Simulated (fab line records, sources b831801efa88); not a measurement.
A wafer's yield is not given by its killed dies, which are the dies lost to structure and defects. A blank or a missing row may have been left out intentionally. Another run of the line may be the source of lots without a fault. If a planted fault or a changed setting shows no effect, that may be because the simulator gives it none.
Chamber matching / flow sky130 / SKY_PASSIVATION_CVD_02 on pecvd-02 has 3 sister chambers
The step deposits Si3N4, target thk 540 nm. 3 wafers are shown with their chamber, then 10 later ones without.

== EACH WAFER AND ITS CHAMBER ==
wafer=L089.6; chamber=1; heaterPowerW (W)=682
wafer=L093.2; chamber=0; heaterPowerW (W)=590
wafer=L093.4; chamber=2; heaterPowerW (W)=654

== WAFERS WITH NO CHAMBER GIVEN ==
wafer=L093.5; heaterPowerW (W)=635
wafer=L094.4; heaterPowerW (W)=674
wafer=L094.5; heaterPowerW (W)=681
wafer=L094.6; heaterPowerW (W)=605
wafer=L095.1; heaterPowerW (W)=695
wafer=L095.5; heaterPowerW (W)=678
wafer=L095.6; heaterPowerW (W)=716
wafer=L097.3; heaterPowerW (W)=632
wafer=L097.4; heaterPowerW (W)=669
wafer=L097.5; heaterPowerW (W)=719

== CHAMBER TAKEN BY EACH ==
wafer=L093.5; from the rows above=can't be placed: 2 or 0 or 1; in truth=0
wafer=L094.4; from the rows above=can't be placed: 1 or 2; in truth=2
wafer=L094.5; from the rows above=can't be placed: 1 or 2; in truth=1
wafer=L094.6; from the rows above=can't be placed: 0 or 2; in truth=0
wafer=L095.1; from the rows above=can't be placed: 1 or 2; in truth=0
wafer=L095.5; from the rows above=can't be placed: 1 or 2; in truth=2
wafer=L095.6; from the rows above=can't be placed: 1 or 2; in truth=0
wafer=L097.3; from the rows above=can't be placed: 2 or 0 or 1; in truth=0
wafer=L097.4; from the rows above=can't be placed: 1 or 2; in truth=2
wafer=L097.5; from the rows above=can't be placed: 1 or 2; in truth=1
Placed correctly: 0 of 10. Cannot be placed on the basis of these rows: 10; the candidates contain the true chamber in 8. Placed wrongly: 0.
How it was worked out, from the rows above alone: a wafer's distance from a chamber is the root of the sum, over the readings, of the square of ((its reading less the chamber's mean) divided by the reading's scatter). The wafer belongs to the nearest chamber; if the next one is less than 2 further off, it can't be placed. Each chamber's mean is taken over the wafers shown for it. The scatter: with one shown wafer a chamber, the root of the mean of the squares of how far each hidden wafer lies from its nearest shown one.
